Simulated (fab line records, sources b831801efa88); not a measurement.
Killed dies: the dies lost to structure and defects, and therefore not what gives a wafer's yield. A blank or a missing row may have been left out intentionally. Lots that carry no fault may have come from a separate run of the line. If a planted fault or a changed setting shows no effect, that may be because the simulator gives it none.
Tool commonality check -- flow sky130 -- 12 lots and 36 wafers in the sample

WHAT PROMPTED THE OPENING
SKY_SD_N_RS_MEAS_18, reading RES_XHIGH_RS: flagged on 2 of 12 lots. Wafers without a fault read 332.8 ohm/sq, standard deviation 1.2.
Rule: a lot is flagged in two cases, either no wafer of it has a number, or all its wafers with numbers fall more than 4 standard deviations from that mean. The other lots count as sound.

lot,measured,on,"RES_XHIGH_RS (ohm/sq), wafer by wafer",flag
L603,day 27 16:36,film-metro-02,334.0 334.6 333.9,
L604,day 27 17:24,film-metro-04,332.8 334.4 332.6,
L605,day 28 05:35,film-metro-02,333.4 333.4 333.1,
L606,day 28 09:29,film-metro-01,332.5 332.5 332.8,
L607,day 28 14:35,film-metro-04,332.2 333.3 333.2,
L614,day 31 09:11,film-metro-04,343.0 343.0 344.2,FLAGGED
L616,day 32 15:01,film-metro-01,347.2 346.7 347.4,FLAGGED
L622,day 33 20:17,film-metro-02,332.8 333.5 333.9,
L623,day 34 02:20,film-metro-04,334.1 333.6 333.9,
L624,day 34 12:54,film-metro-01,330.8 331.1 329.7,
L625,day 34 20:54,film-metro-02,333.3 333.2 333.5,
L626,day 35 03:29,film-metro-04,334.2 334.4 333.4,
The mean of the flagged lots' numbers is 345.2 ohm/sq, +12.4 ohm/sq from the usual (+10 standard deviations).

TOOL THAT RAN EACH LOT
The record holds 1 process step before the reading, out of a route of 708 steps. Read each cell as the tool, then ch plus the chambers that the sampled wafers visited, then the start.
lot,flag,SKY_RES_XHIGH_IMPLANT_07
L603,,"implanter-03 ch 0, day 26 09:28"
L604,,"implanter-01 ch 0, day 26 10:10"
L605,,"implanter-02 ch 0, day 26 22:37"
L606,,"implanter-02 ch 0, day 27 02:49"
L607,,"implanter-02 ch 0, day 27 07:49"
L614,FLAGGED,"implanter-02 ch 0, day 30 05:22"
L616,FLAGGED,"implanter-02 ch 0, day 31 10:05"
L622,,"implanter-01 ch 0, day 32 14:55"
L623,,"implanter-03 ch 0, day 32 21:10"
L624,,"implanter-01 ch 0, day 33 08:28"
L625,,"implanter-03 ch 0, day 33 17:37"
L626,,"implanter-03 ch 0, day 34 00:41"
What the steps here do:
- SKY_RES_XHIGH_IMPLANT_07
- SKY_SD_N_RS_MEAS_18: measures by four-point-probe.

FLAGGED OVER TOTAL, TOOL BY TOOL (the gauges that took the reading come last)
step,tool,lots run,flagged,share of the flagged lots,sound lots run after its first flagged lot
SKY_RES_XHIGH_IMPLANT_07,implanter-01,3,0,none,-
SKY_RES_XHIGH_IMPLANT_07,implanter-02,5,2,all,0
SKY_RES_XHIGH_IMPLANT_07,implanter-03,4,0,none,-
SKY_SD_N_RS_MEAS_18,film-metro-01,3,1,some,1 (L624)
SKY_SD_N_RS_MEAS_18,film-metro-02,4,0,none,-
SKY_SD_N_RS_MEAS_18,film-metro-04,5,1,some,"2 (L623,L626)"

WHAT IS ALLOWED BY THE TABLE
All flagged lots share 1 row of the table, namely implanter-02 at SKY_RES_XHIGH_IMPLANT_07.
- implanter-02 at SKY_RES_XHIGH_IMPLANT_07: 2 of its 5 lots flagged. A fault beginning between L607 (day 27 07:49), its last sound lot, and L614 (day 30 05:22), its first flagged one, fits the data.
Just one tool remains: implanter-02 at SKY_RES_XHIGH_IMPLANT_07.

WHAT THE SIMULATOR HAD INSERTED
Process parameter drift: implanter-02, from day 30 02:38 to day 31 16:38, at SKY_RES_XHIGH_IMPLANT_07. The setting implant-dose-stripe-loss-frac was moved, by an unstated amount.
Shown lots that were struck: L614, L616. This agrees with what the rule above found.
